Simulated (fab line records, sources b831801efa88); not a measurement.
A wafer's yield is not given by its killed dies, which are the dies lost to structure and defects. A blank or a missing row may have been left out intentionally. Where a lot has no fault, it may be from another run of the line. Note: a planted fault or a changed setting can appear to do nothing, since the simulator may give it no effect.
The tool behind it: which one? -- flow gf180mcu -- 6 lots, 18 wafers sampled, at 4 steps of a route of 602

WHAT THE GAUGES READ, wafer by wafer
GF_PASSIVATION_THK_MEAS_01.
lot,measured,on,PASSIVATION_CVD_00_THK (nm)
L302,day 28 06:26,film metro-03,995 1023 1021
L304,day 29 09:10,film metro-03,992 1008 1032
L314,day 31 22:25,film metro-02,855 873 864
L317,day 32 17:34,film metro-02,852 868 872
L320,day 33 12:15,film metro-03,983 1008 1048
L324,day 34 11:25,film metro-02,1009 1030 1012

WHICH TOOL RAN EACH LOT (tool, then ch and the chambers of the sampled wafers, then the start)
lot,GF_V5_ETCH_16,GF_TOP_METAL_SPUTTER_02,GF_PASSIVATION_CVD_00
L302,"rie diel-03 ch 0,2,3, day 27 07:44","pvd sputter-02, day 27 09:16","pecvd-02 ch 0,1,2, day 28 06:21"
L304,"rie diel-04 ch 2,3, day 28 11:26","pvd sputter-01, day 28 12:58","pecvd-01 ch 0,1,2, day 29 09:05"
L314,"rie diel-03 ch 0,2,3, day 31 02:26","pvd sputter-01, day 31 03:59","pecvd-02 ch 0,1,2, day 31 22:19"
L317,"rie diel-03 ch 0,1, day 31 22:31","pvd sputter-03, day 32 00:06","pecvd-02 ch 0,1,2, day 32 17:28"
L320,"rie diel-03 ch 0,1,2, day 32 18:02","pvd sputter-01, day 32 19:33","pecvd-01 ch 0,1,2, day 33 12:10"
L324,"rie diel-03 ch 0,1,3, day 33 17:40","pvd sputter-03, day 33 19:14","pecvd-01 ch 1,2, day 34 11:19"
- GF_V5_ETCH_16: etches BARC in N2/H2.
- GF_TOP_METAL_SPUTTER_02: material AlCu, target thk 900 nm, time 47.82 s.
- GF_PASSIVATION_CVD_00: deposits SiO2 from TEOS, target thk 1000 nm, time 111.95 s.

THE ANSWER, worked out from the rows above alone
Rule: the lots themselves supply what counts as usual. Put in order of their means at a reading, lots are off if they are a third of the lots or fewer, leave a main group of 4 or more, and stand apart from it by a gap of 3 or more times the standard deviation of the main group's means; of several such gaps the widest counts. Not used: any main group whose means are identical at the precision the tables above print for the reading. Also off: a lot with no number at a reading for which 4 or more lots have one. Any other lot the step has rows for is counted as sound.
Off: L314, L317, at GF_PASSIVATION_THK_MEAS_01 (PASSIVATION_CVD_00_THK). The main group has a mean of 1013 nm with a standard deviation of 2.3.
A tool fits if, at a process step before that reading, it ran every lot that is off, and no sound lot after the first of them. The gauges at GF_PASSIVATION_THK_MEAS_01 are tried like those tools. One fits: pecvd-02 at GF_PASSIVATION_CVD_00. Its last sound lot is L302 (day 28 06:21), its first lot that is off L314 (day 31 22:19): a fault that began between those two fits.

WHAT THE SIMULATOR PUT IN
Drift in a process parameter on pecvd-02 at GF_PASSIVATION_CVD_00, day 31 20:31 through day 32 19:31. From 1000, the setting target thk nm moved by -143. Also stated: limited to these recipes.
Lots struck among those shown: L314, L317. The rule above found the same.
